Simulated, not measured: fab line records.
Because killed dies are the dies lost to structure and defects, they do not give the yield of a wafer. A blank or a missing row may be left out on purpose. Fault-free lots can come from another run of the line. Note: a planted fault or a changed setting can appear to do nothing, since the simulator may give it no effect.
fab line records	flow sfqLine
record: lots: 6	wafers: 18	lastDay: 81
route steps=325 shown I6@270 M7@281
lots untouched by any fault: they come from a run of this same line in which no faults occurred
startH: the number of hours between the record's first day and the start of the first shown wafer of the lot	waitH: time in hours since the lot's previous step	" as in the row above	L1.1+2: a row that stands for several wafers	- either no value or no given start	* or withheld: withheld	< > ~ a bound
route shown NAME@n: NAME is a module with steps in the file, n the number in the route of the first one	usual: average and standard deviation across the fault-free wafers	same: alike in all rows	chamber/n: place in a boat	sites: the reading at each site	_std_site: their standard deviation	_edge_site: inner sites' mean taken away from outer sites' mean	radiusMm: for every site, how far away it sits from the centre of the wafer	mask NAME#n: copy n	behind: the most recent tool/chamber to have shaped the wafer	hold: the reason the lot was held/the length of the hold in hours/how it ended	device: whichever transistor did not switch (one of n, p or np)	end of line: the tests these same wafers got at the end of their route	a step with no rows: only its recipe	killed: dies lost to structure and defects at the first sort, not the wafer's yield	map: a wafer's dies, x killed, . not, _ none there
set.NAME: the setting the step ran with; set.NAME@STEP: the setting that earlier step ran with	model.NAME: the simulator's own value behind a step, which no gauge read
lots at some steps of the route; a table a step, a row a wafer
services: a tool's chamber out of use, with start hour (startH, from the record's first day; less than 0 if before it), hours out, and reason
== steps ==
step: SFQ_TRILAYER_I6_VIA_LITHO_COAT_174
recipe: resist: BARC	spinRpm: 3021	resistThkNm: 62
step: SFQ_TRILAYER_I6_VIA_LITHO_COAT_169
recipe: resist: KrF	spinRpm: 3000	resistThkNm: 650
step: SFQ_TRILAYER_I6_VIA_LITHO_SOFTBAKE_173
recipe: tempC: withheld	timeS: withheld	resist: KrF
step: SFQ_TRILAYER_I6_VIA_LITHO_EXPOSE_170
recipe: maskId: I6	na: 0.6	sourceShape: conventional	sigmaOuter: 0.65	targetCdNm: 700	doseMj: 21.3
step: SFQ_TRILAYER_I6_VIA_LITHO_PEB_172
recipe: pebTempC: 115	pebTimeS: 60	resist: KrF
step: SFQ_TRILAYER_I6_VIA_LITHO_DEVELOP_171
recipe: timeS: 60	resist: KrF
step: SFQ_I6_OVL_MEAS_942
usual: I6_OVL: 1/6.4
lot.wafer	tool	chamber	startH	waitH	I6_OVL[nm]
L504.1	overlay-01	-	1682.32	0.1	0
L504.5	"	-	"	"	5
L504.6	"	-	"	"	9
L514.3	overlay-01	-	1753.96	0.1	4
L514.4	"	-	"	"	-4
L514.5	"	-	"	"	6
L515.3	overlay-01	-	1757.56	0.1	0
L515.5	"	-	"	"	-1
L515.6	"	-	"	"	2
L516.1	overlay-01	-	1762.35	0.1	7
L516.2	"	-	"	"	8
L516.5	"	-	"	"	5
L519.1	overlay-01	-	1807.51	0.1	0
L519.2	"	-	"	"	1
L519.5	"	-	"	"	-7
L521.2	overlay-01	-	1840.01	0.1	-9
L521.3	"	-	"	"	-4
L521.4	"	-	"	"	-11
step: SFQ_TRILAYER_I6_VIA_BARC_OPEN_VIA_ETCH_235
recipe: maskMaterial: PR	chemistry: O2	targetDepthNm: 125	target: BARC	sourceW: 500	biasW: 80	pressureMtorr: 30	timeS: 41.7
usual: drypumpMotorCurrentA: 5.55/0.25	oesProductAu: 0.684/0.005
same: timeS: 41.7
lot.wafer	tool	chamber	startH	waitH	drypumpMotorCurrentA	oesProductAu	rfHoursCounterH
L504.1	rieDiel-02	2	1682.35	0.0	4.93	0.683	1
L504.5	"	3	"	"	5.38	0.687	-
L504.6	"	2	"	"	4.94	0.692	-
L514.3	rieDiel-02	0	1753.99	0.0	5.49	0.669	20
L514.4	"	1	"	"	5.67	0.686	1
L514.5	"	1	"	"	5.65	0.687	-
L515.3	rieDiel-03	0	1757.59	0.0	5.41	0.694	17
L515.5	"	2	"	"	5.76	0.688	-
L515.6	"	1	"	"	5.61	0.677	-
L516.1	rieDiel-04	3	1762.39	0.0	5.80	0.685	16
L516.2	"	1	"	"	5.31	0.686	11
L516.5	"	3	"	"	5.81	0.679	-
L519.1	rieDiel-04	3	1807.55	0.0	5.79	0.684	16
L519.2	"	2	"	"	5.76	0.691	2
L519.5	"	3	"	"	5.81	0.688	-
L521.2	rieDiel-04	1	1840.04	0.0	5.35	0.679	11
L521.3	"	2	"	"	5.75	0.683	2
L521.4	"	0	"	"	5.75	0.679	15
step: SFQ_TRILAYER_I6_VIA_ETCH_VIA_ETCH_172
recipe: target: SiO2	stopOn: Nb	maskMaterial: PR	taperDeg: 20	chemistry: CHF3	targetDepthNm: 260	sourceW: 500	biasW: 80	pressureMtorr: 30	timeS: withheld
usual: drypumpMotorCurrentA: 5.55/0.25	oesProductAu: 0.854/0.0049
lot.wafer	tool	chamber	startH	waitH	drypumpMotorCurrentA	oesProductAu
L504.1	rieDiel-02	2	1682.39	0.0	4.95	0.853
L504.5	"	3	"	"	5.41	0.851
L504.6	"	2	"	"	4.96	0.849
L514.3	rieDiel-02	0	1754.03	0.0	5.50	0.851
L514.4	"	1	"	"	5.76	0.852
L514.5	"	1	"	"	5.71	0.855
L515.3	rieDiel-03	0	1757.63	0.0	5.44	0.850
L515.5	"	2	"	"	5.75	0.857
L515.6	"	1	"	"	5.61	0.857
L516.1	rieDiel-04	3	1762.43	0.0	5.80	0.844
L516.2	"	1	"	"	5.33	0.857
L516.5	"	3	"	"	5.80	0.853
L519.1	rieDiel-04	3	1807.59	0.0	5.80	0.857
L519.2	"	2	"	"	5.73	0.858
L519.5	"	3	"	"	5.80	0.849
L521.2	rieDiel-04	1	1840.08	0.0	5.31	0.858
L521.3	"	2	"	"	5.76	0.852
L521.4	"	0	"	"	5.73	0.842
step: SFQ_TRILAYER_I6_VIA_STRIP_STRIP_173
recipe: gas: O2	powerW: 200	platenTempC: 40	overashFraction: 0.65	chemistry: O2	pressureMtorr: 50
usual: drypumpMotorCurrentA: 5.5/0.46	oesProductAu: 0.999/0.0089
lot.wafer	tool	chamber	startH	waitH	drypumpMotorCurrentA	oesProductAu	rfHoursCounterH
L504.1	rieMetal-02	0	1682.50	-	4.7	1.000	56
L504.5	"	1	"	"	5.4	0.987	-
L504.6	"	0	"	"	4.7	0.988	-
L514.3	rieMetal-01	1	1754.34	-	5.5	0.998	-
L514.4	"	0	"	"	5.9	1.012	-
L514.5	"	1	"	"	5.5	0.994	-
L515.3	rieMetal-04	0	1757.94	-	6.1	1.011	-
L515.5	"	1	"	"	5.6	1.008	-
L515.6	"	0	"	"	6.1	1.006	-
L516.1	rieMetal-01	1	1762.54	-	5.5	0.988	46
L516.2	"	0	"	"	5.9	0.997	65
L516.5	"	0	"	"	5.9	0.996	-
L519.1	rieMetal-04	0	1807.70	-	6.1	1.012	96
L519.2	"	1	"	"	5.7	1.000	75
L519.5	"	0	"	"	6.1	1.012	-
L521.2	rieMetal-04	0	1840.20	-	6.1	1.005	101
L521.3	"	1	"	"	5.6	1.008	-
L521.4	"	0	"	"	6.1	1.010	-
step: SFQ_TRILAYER_I6_VIA_STRIP_SOLV_CLEAN_174
recipe: chemistry: NMP	tempC: 70	timeS: 600
step: SFQ_TRILAYER_M7_DEP_PRE_CLEAN_176
recipe: gas: Ar	timeS: 22.5	biasV: 250
step: SFQ_TRILAYER_M7_DEP_SPUTTER_175
recipe: material: Nb	basePressurePa: 1.33e-06	chamberPressurePa: 0.1333	substrateTempC: 20	targetThkNm: 200	powerW: 2000	timeS: 133.3
usual: throttleValvePct: 30.5/1.1
same: timeS: 133.3
lot.wafer	tool	chamber	startH	waitH	throttleValvePct
L504.1	pvdSputter-04	-	1683.31	0.0	29.8
L504.5	"	-	"	"	33.0
L504.6	"	-	"	"	30.4
L514.3	pvdSputter-04	-	1755.15	0.0	30.5
L514.4	"	-	"	"	29.9
L514.5	"	-	"	"	29.9
L515.3	pvdSputter-06	-	1758.54	0.0	32.4
L515.5	"	-	"	"	29.9
L515.6	"	-	"	"	29.1
L516.1	pvdSputter-06	-	1763.34	0.0	29.0
L516.2	"	-	"	"	29.9
L516.5	"	-	"	"	29.3
L519.1	pvdSputter-04	-	1808.52	0.0	30.5
L519.2	"	-	"	"	30.0
L519.5	"	-	"	"	30.5
L521.2	pvdSputter-04	-	1841.00	0.0	30.6
L521.3	"	-	"	"	30.4
L521.4	"	-	"	"	29.9
step: SFQ_M7_RS_MEAS_943
recipe: thkMeasGauge: four-point-probe	reads: Nb_of_TRILAYER_M7_DEP_SPUTTER_175
usual: M7_NB_RS: 0.890/0.0071
lot.wafer	tool	chamber	startH	waitH	M7_NB_RS[ohm/sq]
L504.1	filmMetro-02	-	1683.40	0.0	0.881
L504.5	"	-	"	"	0.872
L504.6	"	-	"	"	0.880
L514.3	filmMetro-02	-	1755.28	0.1	0.885
L514.4	"	-	"	"	0.882
L514.5	"	-	"	"	0.892
L515.3	filmMetro-04	-	1758.67	0.1	1.027
L515.5	"	-	"	"	1.015
L515.6	"	-	"	"	1.019
L516.1	filmMetro-01	-	1763.43	0.0	1.006
L516.2	"	-	"	"	1.011
L516.5	"	-	"	"	1.016
L519.1	filmMetro-02	-	1808.61	0.0	0.892
L519.2	"	-	"	"	0.898
L519.5	"	-	"	"	0.894
L521.2	filmMetro-01	-	1841.11	0.1	0.885
L521.3	"	-	"	"	0.883
L521.4	"	-	"	"	0.889
step: SFQ_TRILAYER_M7_LITHO_COAT_182
recipe: resist: BARC	spinRpm: 2970	resistThkNm: 62
step: SFQ_TRILAYER_M7_LITHO_COAT_177
recipe: resist: KrF	spinRpm: 3000	resistThkNm: 600
step: SFQ_TRILAYER_M7_LITHO_SOFTBAKE_181
recipe: tempC: withheld	timeS: withheld	resist: KrF
step: SFQ_TRILAYER_M7_LITHO_EXPOSE_178
recipe: maskId: M7	na: 0.6	sourceShape: conventional	sigmaOuter: 0.65	targetCdNm: 500	doseMj: 14.4
step: SFQ_TRILAYER_M7_LITHO_PEB_180
recipe: pebTempC: 115	pebTimeS: 60	resist: KrF
step: SFQ_TRILAYER_M7_LITHO_DEVELOP_179
recipe: timeS: 60	resist: KrF
step: SFQ_M7_OVL_MEAS_945
usual: M7_OVL: -1/5.2
lot.wafer	tool	chamber	startH	waitH	M7_OVL[nm]
L504.1	overlay-02	-	1685.83	0.1	2
L504.5	"	-	"	"	0
L504.6	"	-	"	"	-3
L514.3	overlay-01	-	1847.22	0.1	4
L514.4	"	-	"	"	11
L514.5	"	-	"	"	-3
L515.3	overlay-02	-	1851.22	0.1	-1
L515.5	"	-	"	"	-5
L515.6	"	-	"	"	-10
L516.1	overlay-02	-	1858.53	0.1	3
L516.2	"	-	"	"	2
L516.5	"	-	"	"	-4
L519.1	overlay-02	-	1896.93	0.1	2
L519.2	"	-	"	"	-5
L519.5	"	-	"	"	9
L521.2	overlay-01	-	1925.27	0.1	-5
L521.3	"	-	"	"	2
L521.4	"	-	"	"	-8
step: SFQ_TRILAYER_M7_BARC_OPEN_METAL_ETCH_229
recipe: maskMaterial: PR	chemistry: O2	targetDepthNm: 125	target: BARC	icpW: 600	biasW: 80	pressureMtorr: 10	timeS: 41.7
usual: drypumpMotorCurrentA: 5.4/0.35	oesProductAu: 0.686/0.0043
same: timeS: 41.7
lot.wafer	tool	chamber	startH	waitH	drypumpMotorCurrentA	oesProductAu	rfHoursCounterH
L504.1	rieMetal-03	0	1685.86	0.0	5.5	0.689	32
L504.5	"	0	"	"	5.5	0.687	-
L504.6	"	1	"	"	5.3	0.688	-
L514.3	rieMetal-02	0	1847.26	0.0	4.7	0.689	-
L514.4	"	1	"	"	5.4	0.685	-
L514.5	"	1	"	"	5.4	0.691	-
L515.3	rieMetal-02	0	1851.26	0.0	4.7	0.683	-
L515.5	"	1	"	"	5.4	0.687	-
L515.6	"	0	"	"	4.7	0.684	-
L516.1	rieMetal-02	1	1858.56	0.0	5.4	0.687	84
L516.2	"	0	"	"	4.7	0.689	80
L516.5	"	0	"	"	4.7	0.691	-
L519.1	rieMetal-03	0	1896.96	0.0	5.5	0.682	66
L519.2	"	1	"	"	5.3	0.678	16
L519.5	"	1	"	"	5.3	0.683	-
L521.2	rieMetal-03	1	1925.30	0.0	5.3	0.688	20
L521.3	"	1	"	"	5.3	0.691	-
L521.4	"	0	"	"	5.5	0.686	-
step: SFQ_TRILAYER_M7_ETCH_METAL_ETCH_180
recipe: target: Nb	stopOn: SiO2	maskMaterial: PR	chemistry: Cl2/Ar	targetDepthNm: 240	icpW: 600	biasW: 80	pressureMtorr: 10	timeS: 120
usual: drypumpMotorCurrentA: 5.4/0.35	oesProductAu: 0.894/0.0057
same: timeS: 120
lot.wafer	tool	chamber	startH	waitH	drypumpMotorCurrentA	oesProductAu	rfHoursCounterH
L504.1	rieMetal-03	0	1685.92	0.0	5.5	0.896	32
L504.5	"	0	"	"	5.5	0.905	-
L504.6	"	1	"	"	5.3	0.896	-
L514.3	rieMetal-02	0	1847.35	0.1	4.7	0.897	-
L514.4	"	1	"	"	5.4	0.898	-
L514.5	"	1	"	"	5.4	0.893	-
L515.3	rieMetal-02	0	1851.34	0.1	4.7	0.831	-
L515.5	"	1	"	"	5.4	0.841	-
L515.6	"	0	"	"	4.7	0.836	-
L516.1	rieMetal-02	1	1858.62	0.0	5.4	0.838	84
L516.2	"	0	"	"	4.7	0.852	80
L516.5	"	0	"	"	4.7	0.839	-
L519.1	rieMetal-03	0	1897.02	0.0	5.5	0.896	67
L519.2	"	1	"	"	5.3	0.892	16
L519.5	"	1	"	"	5.3	0.899	-
L521.2	rieMetal-03	1	1925.36	0.0	5.3	0.899	20
L521.3	"	1	"	"	5.3	0.897	-
L521.4	"	0	"	"	5.5	0.895	-
step: SFQ_TRILAYER_M7_STRIP_STRIP_181
recipe: gas: O2	powerW: 200	platenTempC: 40	overashFraction: 0.65	chemistry: O2	pressureMtorr: 50
usual: drypumpMotorCurrentA: 5.4/0.35	oesProductAu: 1.000/0.0077
lot.wafer	tool	chamber	startH	waitH	drypumpMotorCurrentA	oesProductAu	rfHoursCounterH
L504.1	rieMetal-03	0	1686.05	0.1	5.5	1.008	32
L504.5	"	0	"	"	5.5	1.003	-
L504.6	"	1	"	"	5.3	0.995	-
L514.3	rieMetal-02	0	1847.63	0.2	4.7	0.998	-
L514.4	"	1	"	"	5.4	0.987	-
L514.5	"	1	"	"	5.4	0.998	-
L515.3	rieMetal-02	0	1851.62	0.2	4.7	1.002	-
L515.5	"	1	"	"	5.4	0.994	-
L515.6	"	0	"	"	4.7	1.003	-
L516.1	rieMetal-02	1	1858.75	0.1	5.4	1.002	84
L516.2	"	0	"	"	4.7	1.001	80
L516.5	"	0	"	"	4.7	0.999	-
L519.1	rieMetal-03	0	1897.15	0.1	5.5	1.018	67
L519.2	"	1	"	"	5.3	1.004	17
L519.5	"	1	"	"	5.3	1.012	-
L521.2	rieMetal-03	1	1925.49	0.1	5.3	1.007	20
L521.3	"	1	"	"	5.3	0.998	-
L521.4	"	0	"	"	5.5	1.012	-
== services ==
tool	chamber	startH	hours	kind
rieDiel-04	-	1662.88	0.8	repair
rieDiel-02	-	1683.97	0.5	repair
rieDiel-02	-	1685.44	1.0	repair
pvdSputter-06	-	1741.04	3.6	repair
rieMetal-04	-	1753.31	4.3	pm
pvdSputter-06	-	1766.43	6.8	repair
pvdSputter-06	-	1768.14	0.6	repair
rieDiel-03	-	1772.71	0.2	repair
rieDiel-03	3	1788.68	19.7	repair
rieDiel-03	1	1794.92	3.2	repair
rieDiel-02	1	1817.06	15.1	repair
rieMetal-01	0	1821.55	4.8	repair
rieMetal-04	-	1823.03	0.3	repair
rieDiel-02	3	1825.92	13.2	repair
rieMetal-02	-	1844.51	0.4	repair
pvdSputter-04	-	1844.84	3.2	repair
rieMetal-01	-	1851.11	0.4	repair
rieDiel-02	-	1859.82	1.0	repair
rieDiel-04	3	1861.62	6.1	repair
rieDiel-02	0	1862.78	4.6	repair
rieDiel-03	1	1870.11	7.6	repair
rieMetal-01	1	1893.92	1.3	repair
rieMetal-04	1	1894.37	15.0	repair
rieDiel-03	1	1895.43	2.4	repair
== key ==
firstSign: step: SFQ_M7_RS_MEAS_943	reading: M7_NB_RS	direction: up	sigmas: 18	usual: 0.890	struck: 1.016
effect: step: SFQ_TRILAYER_M7_ETCH_METAL_ETCH_180	reading: oesProductAu	direction: down	sigmas: 9.6	usual: 0.894	struck: 0.839
metAt SFQ_TRILAYER_M7_DEP_SPUTTER_175
struckWafers L515.3,L515.5,L515.6,L516.1,L516.2,L516.5
fault: kind: siteProfileDrift	tool: pvdSputter-06	chamber: -	onsetH: 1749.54	steps: SFQ_TRILAYER_M7_DEP_SPUTTER_175	basis: fraction	maxAbsDrift: 0.23556	slopeSharePerHr: 52.346	sitePattern: 0,0,0,0,0,-1,-1,-1,-1
